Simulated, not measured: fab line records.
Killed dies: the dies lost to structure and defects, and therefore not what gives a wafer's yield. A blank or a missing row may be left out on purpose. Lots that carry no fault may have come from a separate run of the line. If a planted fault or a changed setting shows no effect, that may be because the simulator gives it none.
8D (eight disciplines) problem report, filled in by code	flow sky130	the parts of the form that need people (team, actions taken, sign-off) are left out

1. PROBLEM STATEMENT
At SKY_VIA3_CMP_24, overpolish_run_s averages 0.034 s over 3 wafers from 2 lots, while fault-free wafers read 20.001 s, standard deviation 0.0098. So: -99 or more standard deviations from the usual mean.
The step: polishes, stops on SiO2, t overpolish 20 s, target thk 0 nm.
The first sign was on wafer L704.2 at day 41 18:58, on cmp-02. Wafers with a number at this step in the record: 36, from 12 lots. Rule for "out", or "out of limits": more than 4 standard deviations from the usual mean. All remaining wafers that have a number are taken as sound.

2. WHAT IT IS, WHAT IT ISN'T
question	is	is not
which readings at this step	overpolish_run_s, time_to_endpoint_s	motor_current_A
which lots	L704, L706	L697, L699, L700, L701, L711, L715, L716, L717, L719, L720
which wafers of those lots	L704.2, L704.5, L706.5	L704.1, L706.3, L706.4
read on which tools	cmp-02	cmp-01
when	from day 41 18:58	up to then (13 sound wafers); but 20 sound wafers of L706, L711, L715, L716, L717, L719, L720 came after

3. WHAT RULES OUT EACH SUSPECT
Counting: a tool at a process step up to the reading stays a suspect if it ran every lot that is out. Sound lots after the first of them don't rule it out here, since some wafers of a struck lot are sound.
- cmp-02 at SKY_VIA3_CMP_24 (polishes, stops on SiO2, t overpolish 20 s, target thk 0 nm): kept. Every lot that is out went through it, the first being L704 (day 41 18:58); the last sound lot it ran before that was L700 (day 41 03:31). On those wafers its own readings are out: overpolish_run_s, time_to_endpoint_s.
- Within cmp-02 at SKY_VIA3_CMP_24: the wafers that are out ran in chambers 0, 2; their sound lot-mates ran in chambers 1, 3.
After counting, what remains is cmp-02 at SKY_VIA3_CMP_24.

4. THE CAUSE (what the simulator had put in)
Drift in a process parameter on cmp-02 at SKY_VIA3_CMP_24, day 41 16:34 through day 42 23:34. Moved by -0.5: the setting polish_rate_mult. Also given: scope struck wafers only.
Counting left only this tool.

5. THE CHAIN OF EFFECTS, in route order
Rows list readings where the struck wafers' mean (over those with a number) sits beyond 3 standard deviations from the usual. Only readings whose record carries a usual standard deviation are examined. hours: median over the lots of the time between each lot's start at the first step of this table that gives one and its start at this step. sigmas: the change, counted in usual standard deviations.
hours	step	reading	usual	on struck wafers	change	sigmas
0	SKY_VIA3_CMP_24	overpolish_run_s	20.001 s	0.034	-19.967	-99 or more
0	SKY_VIA3_CMP_24	time_to_endpoint_s	92 s	148	+56	+19
137	SKY_PAD_OPEN_PROBE_99	defect_limited_yield	82.8 %	0.0	-82.8	-39
137	SKY_PAD_OPEN_PROBE_99	killed_at_M0_to_M3	43	452	+409	+53
137	SKY_PAD_OPEN_PROBE_99	killed_dies	85	492	+407	+41
137	SKY_PAD_OPEN_PROBE_99	killed_on_rim	17	96	+79	+21
137	SKY_PAD_OPEN_PROBE_99	sort_bin_3_pad_short	0.8 %	82.9	+82.1	+99 or more
137	SKY_PAD_OPEN_PROBE_99	sort_n_pass	407	0	-407	-41
137	SKY_PAD_OPEN_PROBE_99	sort_yield_pct	82.8 %	0.0	-82.8	-39
The process steps in it:
- SKY_VIA3_CMP_24: polishes, stops on SiO2, t overpolish 20 s, target thk 0 nm.
- SKY_PAD_OPEN_PROBE_99

6. HOW IT WOULD HAVE BEEN CAUGHT EARLIER
In this record the first reading out of limits was taken at day 41 18:58, 2 hours after the fault began at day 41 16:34.
